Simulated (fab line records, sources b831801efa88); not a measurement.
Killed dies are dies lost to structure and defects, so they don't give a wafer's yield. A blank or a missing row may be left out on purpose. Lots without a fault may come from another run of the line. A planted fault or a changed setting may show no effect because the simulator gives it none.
Which tool did it? | flow gf180mcu | 13 lots, 39 wafers sampled, at 5 steps of a route of 602

WHAT THE GAUGES READ, wafer by wafer
GF_NWELL_OVL_MEAS_07. Usual: NWELL_OVL -0.7 nm, standard deviation 1.2.
lot  | measured    | on         | NWELL_OVL (nm) | flag
L597 | day 3 10:13 | overlay-01 | -0.2 -0.7 0.7  |
L598 | day 3 12:55 | overlay-01 | -1.6 -1.0 -1.0 |
L600 | day 3 22:22 | overlay-01 | -0.1 0.3 -0.2  |
L601 | day 4 05:49 | overlay-01 | -2.6 -1.7 -0.9 |
L602 | day 4 10:17 | overlay-01 | -0.6 -0.2 -0.7 |
L606 | day 5 13:01 | overlay-02 | 0.6 -1.8 1.0   |
L607 | day 5 17:19 | overlay-02 | 0.1 -1.1 0.2   |
L609 | day 6 00:10 | overlay-01 | -1.6 -1.2 -0.6 |
L611 | day 6 14:46 | overlay-01 | 1.8 -1.9 -0.9  |
L613 | day 7 00:49 | overlay-02 | 1.2 0.4 -0.9   |
L616 | day 7 17:23 | overlay-02 | -0.8 -0.1 -1.1 |
L618 | day 8 04:01 | overlay-01 | -2.1 -3.0 -2.6 |
L619 | day 8 10:46 | overlay-01 | -1.2 -2.4 -0.7 |

GF_MVSD_TW_MEAS_11. Usual: MVSD_TW 1581, standard deviation 13.
lot  | measured    | on            | MVSD_TW        | flag
L597 | day 4 14:03 | film_metro-02 | 1573 1580 1574 |
L598 | day 4 16:01 | film_metro-03 | 1566 1577 1578 |
L600 | day 5 03:06 | film_metro-02 | 1566 1581 1582 |
L601 | day 5 11:35 | film_metro-04 | 1601 1606 1595 |
L602 | day 5 16:23 | film_metro-02 | 1574 1575 1580 |
L606 | day 6 19:42 | film_metro-03 | 1579 1576 1574 |
L607 | day 6 23:59 | film_metro-02 | 1574 1574 1571 |
L609 | day 7 07:56 | film_metro-04 | 1605 1611 1609 |
L611 | day 7 22:48 | film_metro-02 | 1560 1567 1567 |
L613 | day 8 09:07 | film_metro-04 | 1583 1578 1589 |
L616 | day 9 03:26 | film_metro-02 | 1570 1571 1567 |
L618 | day 9 14:19 | film_metro-03 | 1576 1574 1582 |
L619 | day 9 21:44 | film_metro-02 | 1573 1572 1574 |

GF_VT_IMPLANT_TW_MEAS_21. Usual: VT_IMPLANT_2_TW 1216, standard deviation 11.
lot  | measured     | on            | VT_IMPLANT_2_TW | flag
L597 | day 6 10:53  | film_metro-03 | 1214 1215 1212  |
L598 | day 6 12:37  | film_metro-01 | 1227 1225 1230  |
L600 | day 7 00:26  | film_metro-01 | 1228 1228 1227  |
L601 | day 7 13:12  | film_metro-01 | 1231 1228 1235  |
L602 | day 7 13:41  | film_metro-02 | 1198 1198 1199  |
L606 | day 8 21:24  | film_metro-02 | 1207 1204 1210  |
L607 | day 9 00:46  | film_metro-01 | 1086 1091 1095  | OFF
L609 | day 9 09:45  | film_metro-03 | 1084 1089 1086  | OFF
L611 | day 10 04:06 | film_metro-02 | 1205 1205 1208  |
L613 | day 10 14:10 | film_metro-03 | 1221 1217 1215  |
L616 | day 11 09:28 | film_metro-02 | 1204 1197 1201  |
L618 | day 11 21:40 | film_metro-03 | 1209 1215 1215  |
L619 | day 12 05:52 | film_metro-01 | 1218 1229 1221  |

WHICH TOOL RAN EACH LOT (tool, then ch and the chambers of the sampled wafers, then the start)
lot  | GF_LVPWELL_STRIP_10                 | GF_VT_IMPLANT_IMPLANT_19
L597 | plasma_asher-02 ch 0,1, day 3 23:54 | implanter-04 ch 0, day 6 10:38
L598 | plasma_asher-01 ch 0,1, day 4 02:35 | implanter-02 ch 0, day 6 12:23
L600 | plasma_asher-02 ch 0,1, day 4 13:05 | implanter-04 ch 0, day 7 00:11
L601 | plasma_asher-03 ch 0,1, day 4 20:39 | implanter-02 ch 0, day 7 12:57
L602 | plasma_asher-02 ch 0,1, day 5 00:59 | implanter-03 ch 0, day 7 13:29
L606 | plasma_asher-03 ch 0,1, day 6 04:24 | implanter-02 ch 0, day 8 21:09
L607 | plasma_asher-02 ch 0,1, day 6 08:35 | implanter-02 ch 0, day 9 00:32
L609 | plasma_asher-02 ch 0,1, day 6 15:50 | implanter-02 ch 0, day 9 09:30
L611 | plasma_asher-03 ch 0,1, day 7 06:18 | implanter-04 ch 0, day 10 03:51
L613 | plasma_asher-02 ch 0,1, day 7 16:44 | implanter-03 ch 0, day 10 13:56
L616 | plasma_asher-03 ch 0,1, day 8 10:08 | implanter-04 ch 0, day 11 09:16
L618 | plasma_asher-01 ch 0,1, day 8 21:09 | implanter-04 ch 0, day 11 21:26
L619 | plasma_asher-03 ch 0,1, day 9 04:23 | implanter-04 ch 0, day 12 05:38
- GF_LVPWELL_STRIP_10: strips in O2/N2.
- GF_VT_IMPLANT_IMPLANT_19

WHAT THE TOOLS THEMSELVES READ (means of the sampled wafers that have a number; where no wafer has one, the mark that the record gives instead)
GF_LVPWELL_STRIP_10. Usual: drypump_motor_current_A 5.7 A, standard deviation 0.47; heater_power_w 324 W, standard deviation 25; oes_product_au 0.722 a.u., standard deviation 0.0041; strip_time_to_endpoint_s 37.00 s, standard deviation 0.12.
lot  | tool            | drypump_motor_current_A (A) | heater_power_w (W) | oes_product_au (a.u.) | strip_time_to_endpoint_s (s) | flag
L597 | plasma_asher-02 | 6.3                         | 292                | 0.722                 | 36.85                        |
L598 | plasma_asher-01 | 5.5                         | 349                | 0.725                 | 37.10                        |
L600 | plasma_asher-02 | 6.2                         | 297                | 0.718                 | 36.95                        |
L601 | plasma_asher-03 | 5.8                         | 324                | 0.723                 | 37.07                        |
L602 | plasma_asher-02 | 6.3                         | 298                | 0.720                 | 37.17                        |
L606 | plasma_asher-03 | 5.8                         | 338                | 0.723                 | 37.07                        |
L607 | plasma_asher-02 | 6.2                         | 296                | 0.723                 | 37.12                        |
L609 | plasma_asher-02 | 6.3                         | 298                | 0.719                 | 37.07                        |
L611 | plasma_asher-03 | 5.8                         | 332                | 0.715                 | 37.11                        |
L613 | plasma_asher-02 | 6.3                         | 293                | 0.720                 | 37.01                        |
L616 | plasma_asher-03 | 5.7                         | 344                | 0.717                 | 36.93                        |
L618 | plasma_asher-01 | 5.4                         | 345                | 0.725                 | 37.03                        |
L619 | plasma_asher-03 | 5.7                         | 351                | 0.721                 | 36.89                        |

GF_VT_IMPLANT_IMPLANT_19. Usual: beam_on_s 9.99 s, standard deviation 0.18; tilt_deg 6.995 degrees, standard deviation 0.02.
lot  | tool         | beam_on_s (s) | tilt_deg (degrees) | flag
L597 | implanter-04 | 10.04         | 6.966              |
L598 | implanter-02 | 10.03         | 7.015              |
L600 | implanter-04 | 9.87          | 6.987              |
L601 | implanter-02 | 9.79          | 6.992              |
L602 | implanter-03 | 9.97          | 7.013              |
L606 | implanter-02 | 10.08         | 7.006              |
L607 | implanter-02 | 10.01         | 0.021              | OFF
L609 | implanter-02 | 9.97          | 0.017              | OFF
L611 | implanter-04 | 9.91          | 6.991              |
L613 | implanter-03 | 9.98          | 7.004              |
L616 | implanter-04 | 10.09         | 7.007              |
L618 | implanter-04 | 10.05         | 6.974              |
L619 | implanter-04 | 10.02         | 6.978              |

THE ANSWER, worked out from the rows above alone
Rule: a lot is off if the mean of its wafers that have a number lies more than 3 standard deviations from the usual mean. A lot without any number at a reading at which 4 lots or more have one is off too. The other lots that the step has rows for count as sound. The gauges are gone through in route order, then the tools' own readings, and for those a lot's mean is taken as printed above. The first step at which some lot is off is used, and at that step the reading that is off furthest; a lot without a number counts as furthest.
Off: L607, L609, at GF_VT_IMPLANT_TW_MEAS_21 (VT_IMPLANT_2_TW).
A tool fits if, at a process step before that reading, it ran every lot that is off, and no sound lot after the first of them. The gauges at GF_VT_IMPLANT_TW_MEAS_21 aren't tried: what is off there is off at GF_VT_IMPLANT_IMPLANT_19 too, on other tools, and a gauge's error can't cause that. One fits: implanter-02 at GF_VT_IMPLANT_IMPLANT_19. Its last sound lot is L606 (day 8 21:09), its first lot that is off L607 (day 9 00:32): a fault that began between those two fits.
The tool's own readings at GF_VT_IMPLANT_IMPLANT_19 bear it out: on the lots that are off they differ by more than 5 times the standard deviation of the sound lots' means. tilt_deg reads 0.019 degrees there against 6.994 degrees on the sound lots.

WHAT THE SIMULATOR HAD PUT IN
Process parameter drift: implanter-02, from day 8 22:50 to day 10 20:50, at GF_VT_IMPLANT_IMPLANT_19. Setting tilt_deg, moved by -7, from 7. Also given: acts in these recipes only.
Lots struck among those shown: L607, L609. The rule above found the same.
